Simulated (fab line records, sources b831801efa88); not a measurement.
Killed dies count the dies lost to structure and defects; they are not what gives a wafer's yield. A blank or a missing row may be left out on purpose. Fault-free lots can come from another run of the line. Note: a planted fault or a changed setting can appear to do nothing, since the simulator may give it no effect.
Which tool did it?    flow sky130    12 lots with 36 wafers sampled at 2 steps, on a route of 708 steps

WHAT EACH GAUGE READ, for each wafer
SKY_VIA2_THK_MEAS_23: measures by xrf. Usual: for VIA2_W_THK the level is 426 nm and the standard deviation is 9.6.
lot   measured      on             VIA2_W_THK (nm)  flag
L444  day 36 12:27  film-metro-04  420 419 417      
L445  day 36 23:27  film-metro-04  428 435 440      
L446  day 37 07:43  film-metro-03  422 423 417      
L447  day 37 16:31  film-metro-02  441 428 448      
L452  day 39 07:18  film-metro-04  424 427 420      
L456  day 40 12:20  film-metro-03  424 419 422      
L458  day 40 17:01  film-metro-04  415 432 426      
L460  day 41 15:21  film-metro-03  422 422 415      
L462  day 42 05:06  film-metro-02  438 442 440      
L464  day 42 17:43  film-metro-03  416 425 426      
L465  day 43 01:19  film-metro-04  433 415 424      
L466  day 43 05:09  film-metro-03  419 414 414      

SKY_CAPM_OVL_MEAS_12. Usual: for CAPM_OVL the level is -0.6 nm and the standard deviation is 1.4.
lot   measured      on          CAPM_OVL (nm)   flag
L444  day 37 14:59  overlay-02  -0.1 -0.5 -1.6  
L445  day 38 02:15  overlay-02  -0.4 -0.1 -2.9  
L446  day 38 10:18  overlay-01  -3.6 -0.7 -2.4  
L447  day 38 18:33  overlay-01  -1.7 0.6 -1.3   
L452  day 40 08:39  overlay-01  -2.7 -2.2 -3.1  
L456  day 41 12:18  overlay-02  1.0 0.1 1.4     
L458  day 41 16:57  overlay-01  -2.4 -1.7 -1.8  
L460  day 42 15:41  overlay-01  -1.9 -1.3 -1.1  
L462  day 43 04:36  overlay-01  0.8 1.5 2.1     
L464  day 43 16:56  overlay-02  2.1 1.4 1.2     
L465  day 44 00:36  overlay-02  -0.5 -0.7 -1.6  
L466  day 44 04:00  overlay-02  1.8 1.5 -0.4    

WHAT TOOL EACH LOT RAN ON (gives the tool, then ch and the chambers of the sampled wafers, and finally the start)
The record shows no process step preceding these readings.

WHAT THE TOOLS THEMSELVES READ (means of the sampled wafers that have a number; where no wafer has one, the mark that the record gives instead)
The record holds no such reading with a usual standard deviation.

THE ANSWER, worked out from the rows above alone
Rule: a lot is off if the mean of its wafers that have a number lies more than 3 standard deviations from the usual mean. A lot without any number at a reading at which 4 lots or more have one is off too. All remaining lots with rows at the step are treated as sound. First the gauges in route order, then the tools' own readings, where a lot's mean is used as printed above. At the first step where some lot is off, the reading lying furthest off is the one used; lots without a number count as furthest.
None of the lots is off at any reading shown; this tells nothing.

WHAT WAS PUT IN BY THE SIMULATOR
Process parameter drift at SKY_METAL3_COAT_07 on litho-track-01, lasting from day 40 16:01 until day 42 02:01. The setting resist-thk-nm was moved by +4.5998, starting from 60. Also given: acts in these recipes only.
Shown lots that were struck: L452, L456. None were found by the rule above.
